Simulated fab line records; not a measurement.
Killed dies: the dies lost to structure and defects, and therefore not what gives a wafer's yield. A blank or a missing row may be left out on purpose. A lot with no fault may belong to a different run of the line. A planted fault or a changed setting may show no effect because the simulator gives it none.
A struck lot beside a sound one ; flow sky130 ; 16 out of 708 route steps
Sound: these wafers, L213.2, L213.3, L213.5. Wafers struck: L221.1, L221.2, L221.4. The cause comes at the end.
At each step with rows: each side's tool, then ch and its chambers, then its first start. Under that, the readings that differ: sound wafers ; struck wafers ; difference of the means ; sigmas: that difference in standard deviations of wafers without a fault.
alike: a reading whose means differ by less than 2 such deviations, as well as words and numbers matching on both sides. not compared: withheld readings; readings where some wafer has no value; bounds like >300 that might hide an equal value; numbers whose values overlap and for which the record gives no deviation.
A row with sigmas, a row that says differs or no value, or rows on one side alone: a step with any of these is where the two part. Non-overlapping numbers with no deviation appear without sigmas and do not part them. A reading that every wafer of one side lacks parts them only if that side has two wafers or more.

first, 4 steps without rows for these wafers: SKY_LDD_LDN_SOFTBAKE_03 (time 60 s); SKY_LDD_LDN_EXPOSE_04 (exposes mask LDNTM, target cd 700 nm); SKY_LDD_LDN_PEB_05; SKY_LDD_LDN_DEVELOP_06 (develop time 60 s).
SKY_LDD_LDN_OVL_MEAS_07:
  sound on overlay-02 at day 23 13:04; struck on overlay-02 at day 27 12:07
  alike: LDD_LDN_OVL
then, 4 steps without rows for these wafers: SKY_LDD_LDN_IMPLANT_08; SKY_LDD_LDN_IMPLANT_09; SKY_LDD_LDN_IMPLANT_10; SKY_LDD_LDN_IMPLANT_11.
SKY_LDD_LDN_STRIP_12: strips in O2/N2.
  sound on plasma asher-04 ch 0,1, day 23 13:41; struck on plasma asher-01 ch 0,1, day 27 12:45
  alike: drypump motor current A, oes product au, strip time to endpoint s
  not compared: rf hours counter h
SKY_LDD_LDN_TW_MEAS_13:
  sound on film metro-01 at day 23 13:48; struck on film metro-04 at day 27 12:51
  alike: LDD_LDN_TW
then, 1 step without rows for these wafers: SKY_LDD_LDN_CLEAN_14 (cleans in SC1/SC2, time 150 s).
SKY_SPACER_CVD_00: deposits Si3N4 from DCS/NH3, target thk 43.1 nm, time 740 s.
  sound on lpcvd-02 ch 0, day 23 14:31; struck on lpcvd-02 ch 0, day 27 12:58
reading;sound;struck;difference;sigmas
model.Si3N4_of_SPACER_CVD_00.thk nm (nm);43.33 43.28 43.06;64.35 64.39 64.85;+21.31;
SKY_SPACER_THK_MEAS_01:
  sound on film metro-01 at day 23 15:44; struck on film metro-03 at day 27 14:46
reading;sound;struck;difference;sigmas
SPACER_CVD_00_THK (nm);43.4 43.3 43.1;64.4 64.4 64.8;+21.3;+52
SKY_SPACER_ETCHBACK_02: etches Si3N4 in CH3F/O2, stops on SiO2, time 46.7 s, target depth 45 nm.
  sound on rie diel-04 ch 2,3, day 23 15:47; struck on rie diel-04 ch 0,3, day 27 14:50
reading;sound;struck;difference;sigmas
oes product au (a.u.);0.858 0.857 0.853;1.006 1.002 1.013;+0.151;+25
model.etch.depth nm (nm);43.33 43.28 43.06;56.63 55.88 56.87;+13.24;
  alike: drypump motor current A, throttle valve pct
  not compared: rf hours counter h
-- the record jumps here: 21 days lie between the struck wafers' starts before and after (it left off in module SPACER and takes up again in module PAD_OPEN, whose first step shown is number 708 of the route) --
SKY_PAD_OPEN_PROBE_99:
  only the struck wafers here have rows in the record (prober-01, day 48 18:23); the sound ones have none

## WHERE THEY PART
First at SKY_SPACER_THK_MEAS_01; last, within this record, at SKY_PAD_OPEN_PROBE_99.

WHY: what the simulator had put in
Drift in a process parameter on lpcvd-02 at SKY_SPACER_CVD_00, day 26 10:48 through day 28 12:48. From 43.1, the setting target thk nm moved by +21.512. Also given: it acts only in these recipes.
